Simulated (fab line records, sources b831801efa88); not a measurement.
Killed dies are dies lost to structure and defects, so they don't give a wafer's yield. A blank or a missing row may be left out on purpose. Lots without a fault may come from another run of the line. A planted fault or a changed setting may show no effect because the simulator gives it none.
Which tool did it? | flow gf180mcu | 13 lots, 39 wafers sampled, at 4 steps of a route of 602

WHAT THE GAUGES READ, wafer by wafer
GF_PASSIVATION_THK_MEAS_01.
lot  | measured     | on            | PASSIVATION_CVD_00_THK (nm)
L131 | day 28 23:03 | film_metro-01 | 990 1028 1001
L132 | day 29 06:47 | film_metro-04 | 983 1012 967
L133 | day 29 07:20 | film_metro-03 | 969 1000 993
L135 | day 29 21:51 | film_metro-04 | 979 1008 1009
L134 | day 29 22:29 | film_metro-01 | 991 984 1016
L136 | day 30 09:58 | film_metro-03 | 990 981 998
L137 | day 30 14:31 | film_metro-03 | 964 964 993
L138 | day 30 17:59 | film_metro-01 | 1003 1019 995
L140 | day 31 08:18 | film_metro-01 | 962 970 1007
L142 | day 32 00:46 | film_metro-04 | 982 1002 1005
L149 | day 33 17:53 | film_metro-03 | 986 972 989
L151 | day 34 03:20 | film_metro-04 | 992 992 1006
L152 | day 34 05:32 | film_metro-04 | 976 992 1012

WHICH TOOL RAN EACH LOT (tool, then ch and the chambers of the sampled wafers, then the start)
lot  | GF_V5_CVD_23                  | GF_TOP_METAL_SPUTTER_01      | GF_TOP_METAL_METAL_ETCH_16
L131 | cvd_w-01 ch 0,1, day 28 02:11 | pvd_sputter-03, day 28 02:50 | rie_metal-03 ch 0,1, day 28 22:17
L132 | cvd_w-02 ch 0,1, day 28 09:11 | pvd_sputter-02, day 28 09:53 | rie_metal-02 ch 0, day 29 05:47
L133 | cvd_w-01 ch 0,1, day 28 10:15 | pvd_sputter-02, day 28 10:56 | rie_metal-01 ch 0,1, day 29 06:30
L135 | cvd_w-02 ch 0,1, day 29 00:50 | pvd_sputter-03, day 29 01:29 | rie_metal-02 ch 0,1, day 29 21:05
L134 | cvd_w-01 ch 0,1, day 29 02:05 | pvd_sputter-04, day 29 02:46 | rie_metal-01 ch 0,1, day 29 21:40
L136 | cvd_w-02 ch 0,1, day 29 13:05 | pvd_sputter-02, day 29 13:47 | rie_metal-03 ch 0,1, day 30 09:05
L137 | cvd_w-02 ch 0,1, day 29 18:11 | pvd_sputter-03, day 29 18:53 | rie_metal-02 ch 0,1, day 30 13:16
L138 | cvd_w-02 ch 0,1, day 29 21:41 | pvd_sputter-04, day 29 22:20 | rie_metal-02 ch 0,1, day 30 16:49
L140 | cvd_w-02 ch 0,1, day 30 12:16 | pvd_sputter-02, day 30 12:57 | rie_metal-02 ch 0,1, day 31 07:26
L142 | cvd_w-01 ch 0,1, day 31 06:03 | pvd_sputter-04, day 31 06:50 | rie_metal-03 ch 0,1, day 31 23:54
L149 | cvd_w-01 ch 1, day 33 00:37   | pvd_sputter-04, day 33 01:18 | rie_metal-02 ch 0,1, day 33 17:00
L151 | cvd_w-02 ch 0,1, day 33 10:44 | pvd_sputter-03, day 33 11:26 | rie_metal-02 ch 0,1, day 34 02:30
L152 | cvd_w-02 ch 1, day 33 12:37   | pvd_sputter-04, day 33 13:22 | rie_metal-02 ch 0,1, day 34 04:41
- GF_V5_CVD_23: deposits W, target thk 350 nm, time 104.9 s.
- GF_TOP_METAL_SPUTTER_01: material TiN, target thk 30 nm, time 25 s.
- GF_TOP_METAL_METAL_ETCH_16: etches the open film in Cl2/BCl3, stops on SiO2, target depth 1197 nm, time 199.5 s.

WHAT THE TOOLS THEMSELVES READ (means of the sampled wafers that have a number; where no wafer has one, the mark that the record gives instead)
GF_V5_CVD_23.
lot  | tool     | heater_power_w (W)
L131 | cvd_w-01 | 809
L132 | cvd_w-02 | 939
L133 | cvd_w-01 | 816
L135 | cvd_w-02 | 973
L134 | cvd_w-01 | 883
L136 | cvd_w-02 | 952
L137 | cvd_w-02 | 945
L138 | cvd_w-02 | 973
L140 | cvd_w-02 | 975
L142 | cvd_w-01 | 873
L149 | cvd_w-01 | 925
L151 | cvd_w-02 | 938
L152 | cvd_w-02 | 923

GF_TOP_METAL_SPUTTER_01.
lot  | tool           | throttle_valve_pct (%)
L131 | pvd_sputter-03 | 29.7
L132 | pvd_sputter-02 | 30.5
L133 | pvd_sputter-02 | 29.9
L135 | pvd_sputter-03 | 30.3
L134 | pvd_sputter-04 | 30.1
L136 | pvd_sputter-02 | 31.1
L137 | pvd_sputter-03 | 29.6
L138 | pvd_sputter-04 | 30.5
L140 | pvd_sputter-02 | 30.3
L142 | pvd_sputter-04 | 29.2
L149 | pvd_sputter-04 | 31.9
L151 | pvd_sputter-03 | 29.9
L152 | pvd_sputter-04 | 30.7

GF_TOP_METAL_METAL_ETCH_16.
lot  | tool         | drypump_motor_current_A (A) | mfc_cl2_sccm (sccm) | oes_product_au (a.u.) | throttle_valve_pct (%)
L131 | rie_metal-03 | 5.3                         | 79.85               | 0.983                 | 28.233
L132 | rie_metal-02 | 6.0                         | 80.05               | 0.982                 | 28.236
L133 | rie_metal-01 | 6.1                         | 79.85               | 0.988                 | 28.225
L135 | rie_metal-02 | 5.7                         | 79.95               | 0.989                 | 28.238
L134 | rie_metal-01 | 6.1                         | 79.80               | 0.994                 | 28.230
L136 | rie_metal-03 | 5.3                         | 79.93               | 0.983                 | 28.230
L137 | rie_metal-02 | 5.8                         | 80.05               | 0.996                 | 28.237
L138 | rie_metal-02 | 5.7                         | 79.99               | 0.992                 | 28.236
L140 | rie_metal-02 | 5.9                         | 80.04               | 0.987                 | 28.228
L142 | rie_metal-03 | 5.2                         | 79.82               | 0.989                 | 28.241
L149 | rie_metal-02 | 5.9                         | 79.99               | 0.987                 | 28.237
L151 | rie_metal-02 | 5.7                         | 80.04               | 0.986                 | 28.246
L152 | rie_metal-02 | 5.7                         | 79.85               | 0.988                 | 28.223

THE ANSWER, worked out from the rows above alone
Rule: what is usual is taken from the lots themselves. Put in order of their means at a reading, lots are off if they are a third of the lots or fewer, leave a main group of 4 or more, and stand apart from it by a gap of 3 or more times the standard deviation of the main group's means; of several such gaps the widest counts. A main group whose means are all the same, to the digits that the tables above print for the reading, isn't used. A lot without any number at a reading at which 4 lots or more have one is off too. The other lots that the step has rows for count as sound. The gauges are gone through in route order, then the tools' own readings, and for those a lot's mean is taken as printed above. The first step at which some lot is off is used, and at that step the reading that is off furthest; a lot without a number counts as furthest.
No lot is off at any reading shown: from this, nothing can be told.

WHAT THE SIMULATOR HAD PUT IN
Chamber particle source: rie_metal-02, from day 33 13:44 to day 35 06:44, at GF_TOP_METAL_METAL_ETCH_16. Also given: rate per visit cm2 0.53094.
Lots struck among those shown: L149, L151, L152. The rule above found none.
